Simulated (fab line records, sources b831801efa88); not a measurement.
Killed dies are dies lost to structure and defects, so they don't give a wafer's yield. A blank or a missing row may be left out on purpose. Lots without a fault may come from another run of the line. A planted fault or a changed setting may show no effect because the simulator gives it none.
A struck lot beside a sound one | flow gf180mcu | 16 steps out of a route of 602
Sound: wafers L875.2, L875.4, L875.6. Struck: wafers L886.2, L886.5, L886.6. The cause comes at the end.
At each step with rows: each side's tool, then ch and its chambers, then its first start. Under that, the readings that differ: sound wafers | struck wafers | difference of the means | sigmas: that difference in standard deviations of wafers without a fault.
alike: readings whose means differ by less than 2 such deviations, and words and numbers that are the same on both sides. not compared: withheld readings, readings that some wafer has no value for, bounds like >300 that may hide the same value, and numbers for which the record gives no deviation and whose values overlap.
The two part at a step that has a row with sigmas, a row that says differs or no value, or rows on one side only. Numbers that don't overlap but have no deviation are shown without sigmas and don't part them. A reading that every wafer of one side lacks parts them only if that side has two wafers or more.

first, 6 steps without rows for these wafers: GF_M1_HMDS_08 (prime time 60 s); GF_M1_COAT_09 (resist thk 1000 nm); GF_M1_SOFTBAKE_10 (time 60 s); GF_M1_EXPOSE_11 (exposes mask Metal1, target cd 230 nm); GF_M1_PEB_12 (peb time 90 s); GF_M1_DEVELOP_13 (develop time 60 s).
GF_M1_CD_MEAS_14: target cd 230 nm.
  sound on cd_sem-02, day 17 22:37; struck on cd_sem-02, day 22 00:56
  alike: cd_nm
GF_M1_OVL_MEAS_15:
  sound on overlay-01, day 17 22:44; struck on overlay-01, day 22 01:02
  alike: M1_OVL
GF_M1_METAL_ETCH_16: etches the open film in Cl2/BCl3, stops on SiO2, target depth 627.5 nm, time 104.6 s.
  sound on rie_metal-01 ch 0,1, day 17 22:46; struck on rie_metal-03 ch 0,1, day 22 01:04
  alike: drypump_motor_current_A, oes_product_au, throttle_valve_pct
  not compared: rf_hours_counter_h
GF_M1_STRIP_17: strips in O2/N2.
  sound on plasma_asher-03 ch 0,1, day 17 22:52; struck on plasma_asher-01 ch 0,1, day 22 01:11
  alike: drypump_motor_current_A, heater_power_w, o2_flow_sccm, oes_product_au, strip_time_to_endpoint_s
  not compared: rf_hours_counter_h
then, 2 steps without rows for these wafers: GF_M1_STRIP_18 (strips in post etch residue remover, time 1200 s); GF_M1_CLEAN_19 (cleans in DIW).
GF_V1_CVD_00: deposits SiO2, target thk 600 nm, time 100 s.
  sound on hdpcvd-01 ch 1,2, day 17 23:26; struck on hdpcvd-01 ch 0,2, day 22 01:44
  reading                             | sound             | struck            | difference | sigmas
  sih4_flow_sccm (sccm)               | 59.90 60.14 59.95 | 71.95 72.29 72.22 | +12.16     | +76
  model.SiO2_of_V1_CVD_00.thk_nm (nm) | 608.5 591.1 606.1 | 718.9 716.5 711.1 | +113.6     |
GF_V1_THK_MEAS_01:
  sound on film_metro-02, day 17 23:31; struck on film_metro-01, day 22 01:51
  reading            | sound       | struck      | difference | sigmas
  V1_CVD_00_THK (nm) | 608 590 606 | 719 716 710 | +114       | +18
GF_V1_CVD_02: deposits SiO2 from TEOS, target thk 850 nm, time 94.851 s.
  sound on pecvd-01 ch 0,2, day 17 23:34; struck on pecvd-04 ch 1,2, day 22 01:54
  alike: heater_power_w
then, 1 step without rows for these wafers: GF_PASSIVATION_PROBE_99.

WHERE THEY PART
First at GF_V1_CVD_00; last, within this record, at GF_V1_THK_MEAS_01. Later steps at which nothing parts them and some readings are alike: GF_V1_CVD_02.

WHY: what the simulator had put in
Process parameter drift: hdpcvd-01, from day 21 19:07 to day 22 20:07, at GF_V1_CVD_00. Setting sih4_flow_sccm, moved by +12, from 60. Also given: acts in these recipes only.
